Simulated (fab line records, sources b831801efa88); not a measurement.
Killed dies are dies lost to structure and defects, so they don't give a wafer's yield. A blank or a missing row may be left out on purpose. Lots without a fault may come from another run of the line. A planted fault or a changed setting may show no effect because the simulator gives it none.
Which tool did it? | flow gf180mcu | 14 lots, 42 wafers sampled, at 5 steps of a route of 602

WHAT THE GAUGES READ, wafer by wafer
GF_STI_THK_MEAS_02.
lot  | measured    | on            | STI_OXIDATION_THK (nm)
L930 | day 1 12:47 | film_metro-03 | 10.23 10.25 10.31
L931 | day 1 16:31 | film_metro-04 | 9.97 10.10 10.24
L932 | day 1 22:26 | film_metro-01 | 9.91 9.91 9.93
L933 | day 2 02:40 | film_metro-04 | 9.90 10.09 10.35
L934 | day 2 07:46 | film_metro-01 | 10.03 10.17 10.15
L935 | day 2 12:31 | film_metro-04 | 10.02 10.11 10.32
L936 | day 2 18:41 | film_metro-01 | 10.44 10.49 10.34
L943 | day 4 04:37 | film_metro-01 | 10.03 10.04 9.89
L945 | day 4 14:58 | film_metro-01 | 9.91 9.93 9.86
L946 | day 4 19:57 | film_metro-03 | 9.96 10.18 10.08
L947 | day 5 00:31 | film_metro-03 | 10.42 10.50 10.60
L949 | day 5 10:31 | film_metro-01 | 10.36 10.16 10.33
L951 | day 5 20:31 | film_metro-01 | 10.09 9.94 10.12
L952 | day 6 02:55 | film_metro-03 | 10.36 10.35 10.46

GF_STI_THK_MEAS_24.
lot  | measured    | on            | STI_CVD_23_THK (nm)
L930 | day 2 04:01 | film_metro-04 | 663 656 642
L931 | day 2 08:24 | film_metro-04 | 632 643 631
L932 | day 2 14:41 | film_metro-01 | 668 651 649
L933 | day 2 19:55 | film_metro-04 | 646 641 641
L934 | day 3 00:36 | film_metro-01 | 657 633 645
L935 | day 3 04:47 | film_metro-01 | 653 653 653
L936 | day 3 10:58 | film_metro-01 | 670 669 650
L943 | day 4 22:05 | film_metro-03 | 653 647 643
L945 | day 5 09:23 | film_metro-04 | 648 631 641
L946 | day 5 13:58 | film_metro-01 | 654 661 648
L947 | day 5 19:42 | film_metro-04 | 643 630 639
L949 | day 6 05:34 | film_metro-01 | 649 636 639
L951 | day 6 18:29 | film_metro-04 | 645 641 651
L952 | day 7 02:40 | film_metro-04 | 665 663 644

GF_HV_LDD_CD_MEAS_07: target cd 400 nm.
lot  | measured     | on        | cd_nm (nm)
L930 | day 9 23:29  | cd_sem-02 | 396.4 397.0 397.0
L931 | day 10 08:47 | cd_sem-01 | 403.7 404.4 401.2
L932 | day 10 15:02 | cd_sem-01 | 405.7 404.0 404.8
L933 | day 10 21:57 | cd_sem-01 | 404.8 402.6 405.2
L934 | day 11 02:42 | cd_sem-01 | 408.2 403.7 405.0
L935 | day 11 07:38 | cd_sem-02 | 399.2 398.6 403.1
L936 | day 11 14:52 | cd_sem-02 | 403.2 400.9 401.7
L943 | day 13 15:55 | cd_sem-02 | 357.5 401.4 399.2
L945 | day 14 11:06 | cd_sem-01 | 360.2 402.2 404.0
L946 | day 14 14:17 | cd_sem-02 | 396.4 396.1 394.5
L947 | day 15 05:18 | cd_sem-02 | 397.0 397.1 397.4
L949 | day 15 17:47 | cd_sem-02 | 401.2 401.7 401.7
L951 | day 16 17:12 | cd_sem-01 | 401.6 399.4 400.9
L952 | day 17 05:35 | cd_sem-01 | 398.2 398.6 399.9

GF_HV_LDD_TW_MEAS_11.
lot  | measured     | on            | HV_LDD_TW
L930 | day 9 23:53  | film_metro-02 | 2384 2378 2403
L931 | day 10 09:11 | film_metro-02 | 2398 2397 2404
L932 | day 10 15:26 | film_metro-02 | 2396 2390 2382
L933 | day 10 22:22 | film_metro-02 | 2403 2391 2398
L934 | day 11 03:07 | film_metro-04 | 2396 2392 2380
L935 | day 11 08:02 | film_metro-02 | 2385 2389 2382
L936 | day 11 15:15 | film_metro-02 | 2376 2403 2373
L943 | day 13 16:19 | film_metro-04 | 2412 2408 2424
L945 | day 14 11:29 | film_metro-03 | 2393 2387 2390
L946 | day 14 14:41 | film_metro-03 | 2393 2388 2389
L947 | day 15 05:43 | film_metro-02 | 2373 2386 2380
L949 | day 15 18:11 | film_metro-02 | 2376 2365 2394
L951 | day 16 17:36 | film_metro-04 | 2397 2393 2404
L952 | day 17 05:58 | film_metro-04 | 2406 2409 2413

WHICH TOOL RAN EACH LOT (tool, then ch and the chambers of the sampled wafers, then the start)
lot  | GF_HV_LDD_DEVELOP_06
L930 | litho_track-04 ch 0, day 9 23:20
L931 | litho_track-04 ch 0, day 10 08:38
L932 | litho_track-03 ch 0, day 10 14:53
L933 | litho_track-01 ch 0, day 10 21:48
L934 | litho_track-01 ch 0, day 11 02:33
L935 | litho_track-03 ch 0, day 11 07:29
L936 | litho_track-03 ch 0, day 11 14:44
L943 | litho_track-03 ch 0, day 13 15:45
L945 | litho_track-03 ch 0, day 14 10:57
L946 | litho_track-04 ch 0, day 14 14:07
L947 | litho_track-04 ch 0, day 15 05:08
L949 | litho_track-04 ch 0, day 15 17:38
L951 | litho_track-01 ch 0, day 16 17:03
L952 | litho_track-01 ch 0, day 17 05:27
- GF_HV_LDD_DEVELOP_06: develop time 60 s.

WHAT THE TOOLS THEMSELVES READ (means of the sampled wafers that have a number; where no wafer has one, the mark that the record gives instead)
GF_HV_LDD_DEVELOP_06.
lot  | tool           | chill_plate_temp_C (C)
L930 | litho_track-04 | 23.10
L931 | litho_track-04 | 23.04
L932 | litho_track-03 | 23.00
L933 | litho_track-01 | 23.13
L934 | litho_track-01 | 22.97
L935 | litho_track-03 | 22.93
L936 | litho_track-03 | 23.05
L943 | litho_track-03 | 22.78
L945 | litho_track-03 | 23.13
L946 | litho_track-04 | 22.91
L947 | litho_track-04 | 23.01
L949 | litho_track-04 | 23.05
L951 | litho_track-01 | 23.00
L952 | litho_track-01 | 23.11

THE ANSWER, worked out from the rows above alone
Rule: what is usual is taken from the lots themselves. Put in order of their means at a reading, lots are off if they are a third of the lots or fewer, leave a main group of 4 or more, and stand apart from it by a gap of 3 or more times the standard deviation of the main group's means; of several such gaps the widest counts. A main group whose means are all the same, to the digits that the tables above print for the reading, isn't used. A lot without any number at a reading at which 4 lots or more have one is off too. The other lots that the step has rows for count as sound. The gauges are gone through in route order, then the tools' own readings, and for those a lot's mean is taken as printed above. The first step at which some lot is off is used, and at that step the reading that is off furthest; a lot without a number counts as furthest.
No lot is off at any reading shown: from this, nothing can be told.

WHAT THE SIMULATOR HAD PUT IN
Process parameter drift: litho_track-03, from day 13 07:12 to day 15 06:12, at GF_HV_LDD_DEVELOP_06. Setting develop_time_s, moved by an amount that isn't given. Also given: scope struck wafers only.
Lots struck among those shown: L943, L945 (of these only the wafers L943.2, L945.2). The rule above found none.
